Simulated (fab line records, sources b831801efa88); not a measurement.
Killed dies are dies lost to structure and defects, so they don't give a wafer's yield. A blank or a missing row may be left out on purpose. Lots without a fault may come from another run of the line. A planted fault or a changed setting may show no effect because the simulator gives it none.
Chamber matching | flow gf180mcu | GF_V3_ETCH_16 on rie_diel-03: 4 sister chambers
The step etches BARC in N2/H2. 8 wafers are shown with their chamber, then 11 later ones without.

WAFERS WITH THEIR CHAMBER
wafer  | chamber | throttle_valve_pct (%) | oes_product_au (a.u.)
L089.3 | 0       | 13.228                 | 0.858
L089.4 | 1       | 13.240                 | 0.854
L090.2 | 0       | 13.223                 | 0.853
L090.3 | 3       | 13.214                 | 0.855
L092.1 | 3       | 13.224                 | 0.854
L092.5 | 1       | 13.230                 | 0.847
L092.6 | 2       | 13.222                 | 0.852
L093.1 | 2       | 13.233                 | 0.855

WAFERS WITHOUT THEIR CHAMBER
wafer  | throttle_valve_pct (%) | oes_product_au (a.u.)
L093.2 | 13.208                 | 0.860
L093.3 | 13.230                 | 0.858
L093.4 | 13.218                 | 0.860
L093.5 | 13.226                 | 0.864
L093.6 | 13.254                 | 0.860
L095.2 | 13.209                 | 0.862
L095.3 | 13.223                 | 0.858
L095.4 | 13.223                 | 0.858
L096.2 | 13.240                 | 0.857
L096.4 | 13.235                 | 0.853
L096.5 | 13.232                 | 0.856

WHICH CHAMBER EACH WENT THROUGH
wafer  | from the rows above               | in truth
L093.2 | can't be placed: 3 or 0 or 2      | 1
L093.3 | can't be placed: 0 or 2 or 3 or 1 | 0
L093.4 | can't be placed: 3 or 0 or 2      | 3
L093.5 | can't be placed: 0 or 3 or 2 or 1 | 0
L093.6 | can't be placed: 1 or 2 or 0 or 3 | 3
L095.2 | can't be placed: 3 or 0 or 2      | 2
L095.3 | can't be placed: 0 or 3 or 2      | 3
L095.4 | can't be placed: 0 or 3 or 2      | 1
L096.2 | can't be placed: 1 or 2 or 0 or 3 | 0
L096.4 | can't be placed: 1 or 2 or 0 or 3 | 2
L096.5 | can't be placed: 0 or 2 or 1 or 3 | 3
Placed correctly: 0 of 11. Can't be placed from these rows: 11 (the true chamber is among the candidates in 9). Placed wrongly: 0.
How it was worked out, from the rows above alone: a wafer's distance from a chamber is the root of the sum, over the readings, of the square of ((its reading less the chamber's mean) divided by the reading's scatter). The wafer belongs to the nearest chamber; if the next one is less than 2 further off, it can't be placed. A chamber's mean is the mean of its shown wafers. The scatter: the root of (the sum of the squares of (reading less its chamber's mean) over the shown wafers, divided by (wafers less chambers)).
